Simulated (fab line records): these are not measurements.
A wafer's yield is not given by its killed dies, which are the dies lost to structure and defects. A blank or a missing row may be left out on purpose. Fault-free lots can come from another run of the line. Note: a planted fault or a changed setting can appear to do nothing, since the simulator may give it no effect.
The tool behind it: which one? / flow gf180mcu / 33 wafers from 11 lots sampled at 2 of the route's 602 steps

WHAT THE GAUGES SHOWED, per wafer
GF_HV_LDD_THK_MEAS_57.
lot=L609; measured=day 12 22:11; on=film_metro-02; HV_LDD_CVD_56_THK (nm)=90.4 90.0 89.1
lot=L610; measured=day 12 22:10; on=film_metro-01; HV_LDD_CVD_56_THK (nm)=90.7 90.3 90.0
lot=L611; measured=day 13 12:40; on=film_metro-01; HV_LDD_CVD_56_THK (nm)=90.5 90.9 90.9
lot=L612; measured=day 14 03:00; on=film_metro-04; HV_LDD_CVD_56_THK (nm)=90.5 90.0 90.5
lot=L615; measured=day 14 21:13; on=film_metro-02; HV_LDD_CVD_56_THK (nm)=90.9 90.2 90.4
lot=L616; measured=day 15 03:43; on=film_metro-01; HV_LDD_CVD_56_THK (nm)=90.8 90.8 90.4
lot=L617; measured=day 15 15:20; on=film_metro-04; HV_LDD_CVD_56_THK (nm)=89.6 89.5 90.2
lot=L619; measured=day 16 04:46; on=film_metro-02; HV_LDD_CVD_56_THK (nm)=92.0 91.0 92.3
lot=L621; measured=day 16 17:59; on=film_metro-02; HV_LDD_CVD_56_THK (nm)=90.9 90.9 90.8
lot=L626; measured=day 18 14:40; on=film_metro-04; HV_LDD_CVD_56_THK (nm)=113.8 114.2 114.3
lot=L628; measured=day 19 11:38; on=film_metro-04; HV_LDD_CVD_56_THK (nm)=114.4 114.8 115.4

TOOL THAT RAN EACH LOT (tool first, then ch and the chambers of the sampled wafers, then the start)
lot=L609; GF_HV_LDD_CVD_56=lpcvd-01 ch 1, day 12 20:44
lot=L610; GF_HV_LDD_CVD_56=lpcvd-01 ch 0, day 12 20:44
lot=L611; GF_HV_LDD_CVD_56=lpcvd-01 ch 1, day 13 11:14
lot=L612; GF_HV_LDD_CVD_56=lpcvd-02 ch 0, day 14 01:34
lot=L615; GF_HV_LDD_CVD_56=lpcvd-02 ch 1, day 14 19:47
lot=L616; GF_HV_LDD_CVD_56=lpcvd-01 ch 1, day 15 02:17
lot=L617; GF_HV_LDD_CVD_56=lpcvd-01 ch 1, day 15 13:11
lot=L619; GF_HV_LDD_CVD_56=lpcvd-01 ch 0, day 16 03:20
lot=L621; GF_HV_LDD_CVD_56=lpcvd-02 ch 1, day 16 16:34
lot=L626; GF_HV_LDD_CVD_56=lpcvd-02 ch 0, day 18 12:30
lot=L628; GF_HV_LDD_CVD_56=lpcvd-02 ch 0, day 19 10:12
- GF_HV_LDD_CVD_56: deposits Si3N4 from DCS/NH3, target thk 90 nm, time 1543 s.

THE ANSWER, worked out from the rows above alone
Rule: the lots themselves supply what counts as usual. The widest of any qualifying gaps counts: lots, ordered by their means at a reading, are off when they make up no more than a third of the lots, leave a main group of 4 or more, and stand apart from it by 3 or more times the standard deviation of that group's means. A main group whose means are all the same, to the digits that the tables above print for the reading, isn't used. A lot without any number at a reading at which 4 lots or more have one is off too. Any other lot the step has rows for is counted as sound.
Off: L626, L628, at GF_HV_LDD_THK_MEAS_57 (HV_LDD_CVD_56_THK). Main group: mean 90.5 nm, sd 0.56.
A tool fits if, at a process step before that reading, it ran every lot that is off, and no sound lot after the first of them. The gauges at GF_HV_LDD_THK_MEAS_57 are tried like those tools. 2 tools fit, lpcvd-02 at GF_HV_LDD_CVD_56 and film_metro-04 at GF_HV_LDD_THK_MEAS_57, so this cannot tell which one it is.

WHAT HAD BEEN PUT IN BY THE SIMULATOR
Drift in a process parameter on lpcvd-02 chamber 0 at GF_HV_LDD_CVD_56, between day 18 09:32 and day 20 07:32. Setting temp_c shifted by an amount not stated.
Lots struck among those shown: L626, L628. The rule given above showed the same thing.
